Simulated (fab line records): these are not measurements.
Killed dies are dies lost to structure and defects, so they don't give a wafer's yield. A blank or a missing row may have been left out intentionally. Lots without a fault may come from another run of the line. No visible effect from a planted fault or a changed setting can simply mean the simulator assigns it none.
Split-lot study -- flow sky130 -- 5 lots, 23 wafers read, on a route of 708 steps

ON THE SPLIT
At SKY_CONTACT_COAT_08 (resist thk 60 nm), the setting spin rpm was moved away from the recipe's 3000 rpm on 8 of the 23 wafers read, by -5.6% to +3.6%. All remaining wafers had this setting at the recipe value.

FROM THE SPLIT ON TO THE READING: in between, the file shows 1 step
- SKY_CONTACT_DEVELOP_13: develop time 60 s (also split here: develop time s)

THE READING
oes product au, in a.u., at SKY_CONTACT_ETCH_16 (etches BARC in N2/H2, stops on SiO2, time 45.9 s, target depth 60 nm). Typical for fault-free wafers on this fab line: 0.855 a.u., with standard deviation 0.0048 a.u.

wafer,"tool, chamber at the split","spin rpm as run, rpm",against the recipe,"oes product au, a.u.",against lot-mates on the recipe
L075.1,"litho track-03, 0",2831,-5.6%,0.873,+0.014
L075.2,"litho track-03, 0",3000,recipe,0.851,-
L075.3,"litho track-03, 0",2831,-5.6%,0.874,+0.015
L075.4,"litho track-03, 0",3000,recipe,0.861,-
L075.6,"litho track-03, 0",3000,recipe,0.864,-
L078.1,"litho track-01, 0",3000,recipe,0.861,-
L078.3,"litho track-01, 0",3000,recipe,0.854,-
L078.4,"litho track-01, 0",3000,recipe,0.853,-
L078.5,"litho track-01, 0",3000,recipe,0.855,-
L078.6,"litho track-01, 0",3000,recipe,0.855,-
L079.1,"litho track-04, 0",3108,+3.6%,0.844,-0.014
L079.2,"litho track-04, 0",3108,+3.6%,0.849,-0.009
L079.3,"litho track-04, 0",3000,recipe,0.854,-
L079.4,"litho track-04, 0",3108,+3.6%,0.847,-0.011
L079.5,"litho track-04, 0",3000,recipe,0.862,-
L080.1,"litho track-03, 0",3000,recipe,0.851,-
L080.4,"litho track-03, 0",3000,recipe,0.859,-
L080.5,"litho track-03, 0",3000,recipe,0.850,-
L081.1,"litho track-04, 0",3000,recipe,0.848,-
L081.2,"litho track-04, 0",2867,-4.4%,0.867,+0.018
L081.4,"litho track-04, 0",2867,-4.4%,0.860,+0.011
L081.5,"litho track-04, 0",2867,-4.4%,0.864,+0.015
L081.6,"litho track-04, 0",3000,recipe,0.850,-

THE FIT
A straight line over all 23 wafers: oes product au changes by -0.00254 a.u. for each +1% of spin rpm; r = -0.83; the points scatter about the line by 0.0046 a.u.
The same after taking each lot's own level away (the mean of its wafers on the recipe; 23 wafers): -0.00301 a.u. for each +1%; r = -0.92; scatter 0.0036 a.u.
According to that fit, moving spin rpm by its largest amount changes the reading by 0.017 a.u.
From 0.8490 to 0.8587 a.u.: that is the span of the lots' own levels, equal to 2.0 times the standard deviation above.
Hence the slope depends on the lot-to-lot level, as the two fits are not the same.
Check: for one of the wafers moved furthest among these (-5.6%), held out of the fit, the line's prediction against its lot-mates is +0.0176 a.u. Against them it came out at +0.0143 a.u.

OTHER SPLITS APPLIED TO THESE WAFERS
Other splits were also applied to these wafers ahead of the reading. Each is held against what the fit with the lots' levels taken away leaves over:
other split on the same wafers,wafers away from the commonest value,r with oes product au (lot level and that fit taken away)
SKY_SD_N_COAT_02 spin rpm,2,+0.29
SKY_SD_N_STRIP_11 o2 flow sccm,10,+0.23
SKY_LI_CONTACT_HDPCVD_00 time s,6,-0.08
SKY_LI_CONTACT_EXPOSE_09 dose mj,9,+0.02
SKY_LI_CONTACT_ETCH_14 source w,9,+0.12
SKY_LOCAL_INTERCONNECT_SPUTTER_00 power w,11,-0.02
SKY_LOCAL_INTERCONNECT_COAT_06 resist thk nm,11,-0.06
SKY_CONTACT_DEVELOP_13 develop time s,9,-0.05

FILE'S OWN FIT
oes product au changes by -0.00299 a.u. for each +1% of spin rpm, r = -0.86.
